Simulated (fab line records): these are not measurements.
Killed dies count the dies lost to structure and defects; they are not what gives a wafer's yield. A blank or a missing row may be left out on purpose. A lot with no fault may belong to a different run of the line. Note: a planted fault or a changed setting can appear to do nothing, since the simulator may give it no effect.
Check of tool commonality ; flow gf180mcu ; Sampled: 13 lots, 39 wafers

REASON IT WAS OPENED
GF_VT_IMPLANT_TW_MEAS_32, reading VT_IMPLANT_3_TW: flagged on 4 of 13 lots. Wafers without a fault read 268.7, standard deviation 2.8.
Rule: a lot gets a flag if all its wafers with a number sit over 4 standard deviations from that mean, or if no wafer of it has a number. As for the other lots, they are considered sound.

lot;measured;on;VT_IMPLANT_3_TW, wafer by wafer;flag
L407;day 7 04:03;film_metro-01;268.7 268.4 269.3;
L408;day 7 09:26;film_metro-04;272.6 273.8 273.1;
L409;day 7 16:36;film_metro-03;265.8 267.8 265.9;
L410;day 8 00:05;film_metro-04;273.6 272.1 270.6;
L411;day 8 07:05;film_metro-03;263.5 265.4 265.5;
L412;day 8 14:00;film_metro-04;272.1 270.6 272.1;
L413;day 8 19:56;film_metro-04;272.3 271.8 273.2;
L414;day 9 01:48;film_metro-01;267.5 268.0 267.1;
L415;day 9 09:35;film_metro-01;266.6 266.2 267.0;
L416;day 9 16:34;film_metro-03;515.8 518.3 517.1;FLAGGED
L417;day 10 00:43;film_metro-03;513.9 518.4 515.0;FLAGGED
L418;day 10 07:39;film_metro-03;515.1 514.1 516.0;FLAGGED
L419;day 10 14:14;film_metro-04;525.8 521.7 524.0;FLAGGED
The numbers of the flagged lots are 517.9 on average: +249.2 against the usual, or +89 standard deviations.

WHICH TOOL RAN EACH LOT
The record holds 1 process step before the reading, out of a route of 602 steps. Read each cell as the tool, then ch plus the chambers that the sampled wafers visited, then the start.
lot;flag;GF_VT_IMPLANT_IMPLANT_30
L407;;implanter-03 ch 0, day 7 03:49
L408;;implanter-03 ch 0, day 7 09:13
L409;;implanter-02 ch 0, day 7 16:21
L410;;implanter-04 ch 0, day 7 23:52
L411;;implanter-04 ch 0, day 8 06:52
L412;;implanter-02 ch 0, day 8 13:47
L413;;implanter-03 ch 0, day 8 19:41
L414;;implanter-02 ch 0, day 9 01:33
L415;;implanter-02 ch 0, day 9 09:22
L416;FLAGGED;implanter-04 ch 0, day 9 16:21
L417;FLAGGED;implanter-02 ch 0, day 10 00:29
L418;FLAGGED;implanter-03 ch 0, day 10 07:24
L419;FLAGGED;implanter-04 ch 0, day 10 14:01
What the steps here do:
- GF_VT_IMPLANT_IMPLANT_30
- GF_VT_IMPLANT_TW_MEAS_32

FLAGGED OVER TOTAL, TOOL BY TOOL (the gauges that took the reading come last)
step;tool;lots run;flagged;share of the flagged lots;sound lots run after its first flagged lot
GF_VT_IMPLANT_IMPLANT_30;implanter-02;5;1;some;0
GF_VT_IMPLANT_IMPLANT_30;implanter-03;4;1;some;0
GF_VT_IMPLANT_IMPLANT_30;implanter-04;4;2;some;0
GF_VT_IMPLANT_TW_MEAS_32;film_metro-01;3;0;none;-
GF_VT_IMPLANT_TW_MEAS_32;film_metro-03;5;3;some;0
GF_VT_IMPLANT_TW_MEAS_32;film_metro-04;5;1;some;0

WHAT IS ALLOWED BY THE TABLE
No row of the table ran every flagged lot.

WHAT THE SIMULATOR HAD PUT IN
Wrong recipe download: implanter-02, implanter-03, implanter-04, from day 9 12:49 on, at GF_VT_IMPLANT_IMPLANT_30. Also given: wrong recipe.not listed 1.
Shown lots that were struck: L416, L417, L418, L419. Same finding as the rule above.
